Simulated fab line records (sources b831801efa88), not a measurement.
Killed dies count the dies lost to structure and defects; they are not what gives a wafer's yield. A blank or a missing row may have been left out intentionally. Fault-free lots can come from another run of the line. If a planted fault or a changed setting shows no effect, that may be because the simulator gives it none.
Code-filled problem report in 8D (eight disciplines) form | flow gf180mcu | the parts of the form that need people (team, actions taken, sign-off) are left out

## 1. THE PROBLEM
Across 6 wafers from 2 lots, NSD_TW at GF_NSD_TW_MEAS_12 averages 4078, while fault-free wafers read 4291 with a standard deviation of 49. Relative to the usual mean, that is a shift of -4.4 standard deviations.
The first sign was on wafer L992.2 at day 15 16:46, on film_metro-03. The record has a number at this step for 33 wafers belonging to 11 lots. Rule for "out" (also "out of limits"): further than 4 standard deviations from the usual mean. Any other wafer with a number is counted as sound.

## 2. WHAT THIS IS AND IS NOT
question                    | is                     | is not
which readings at this step | NSD_TW                 | -
which lots                  | L992, L994             | L102, L103, L104, L105, L106, L107, L108, L985, L993
which wafers of those lots  | all that have a number | -
read on which gauges        | film_metro-03          | film_metro-02, film_metro-04
when                        | from day 15 16:46      | up to then (3 sound wafers); but 24 sound wafers of L102, L103, L104, L105, L106, L107, L108, L993 came after

## 3. WHAT RULES OUT EACH SUSPECT
Counting: a tool at a process step up to the reading stays a suspect if it ran every lot that is out and no sound lot after the first of them.
- ruled out: the gauge at GF_NSD_TW_MEAS_12. All the wafers that are out were read on film_metro-03, but those of them that GF_NSD_IMPLANT_09 has rows for are out there too, on other tools.
- implanter-04 at GF_NSD_IMPLANT_09: ruled out as a lasting fault. Sound lots L106, L108 ran on it after its first lot that is out, L992 (day 15 16:23).
- plasma_asher-01 at GF_NSD_STRIP_11 (strips in O2/N2): ruled out as a lasting fault. Sound lots L993, L105, L106, L107 ran on it after its first lot that is out, L992 (day 15 16:40).
Left after counting: nothing in the record.

## 4. THE CAUSE (what the simulator had put in)
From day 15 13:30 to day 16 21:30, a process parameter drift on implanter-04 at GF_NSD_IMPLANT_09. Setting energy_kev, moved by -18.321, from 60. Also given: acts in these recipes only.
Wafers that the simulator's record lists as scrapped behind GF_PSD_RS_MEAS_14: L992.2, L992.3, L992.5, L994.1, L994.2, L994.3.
Counting ruled it out, wrongly: the rule takes a fault to strike every lot that its tool runs from its start on, and this one did not.

## 5. THE CHAIN OF EFFECTS, in route order
Each row: a reading whose mean over the struck wafers that have a number lies more than 3 standard deviations from the usual. Scope: only readings with a usual standard deviation given in the record; hours: median across lots of the time from each lot's start at the first step in this table that gives one to its start at this step; sigmas: change in usual standard deviations.
hours | step              | reading                  | usual        | on struck wafers | change  | sigmas
0     | GF_NSD_IMPLANT_09 | beam_energy_keV          | 60.005       | 41.677           | -18.328 | -99 or more
0     | GF_NSD_STRIP_11   | oes_product_au           | 0.486 a.u.   | 0.518            | +0.032  | +7.8
0     | GF_NSD_STRIP_11   | strip_time_to_endpoint_s | 22.94 s      | 20.56            | -2.38   | -63
0     | GF_NSD_TW_MEAS_12 | NSD_TW                   | 4291         | 4078             | -213    | -4.4
23    | GF_PSD_RS_MEAS_14 | NSD_RS                   | 46.17 ohm/sq | 51.44            | +5.27   | +61
Here are the process steps it includes:
- GF_NSD_IMPLANT_09
- GF_NSD_STRIP_11: strips in O2/N2.
Later measuring or inspecting steps at which every struck wafer that the step has a row for has a number for every such reading, and none has moved that far: GF_PSD_OVL_MEAS_08.

## 6. WHAT WOULD HAVE CAUGHT IT SOONER
In this record the first reading out of limits at a measuring or inspecting step was taken at day 15 16:46, 3 hours after the fault began at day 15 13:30.
At GF_NSD_IMPLANT_09, the tool's own readings (beam_energy_keV) were out on each struck wafer the step has a row for, so an alarm limit on them would have fired on the first such wafer.
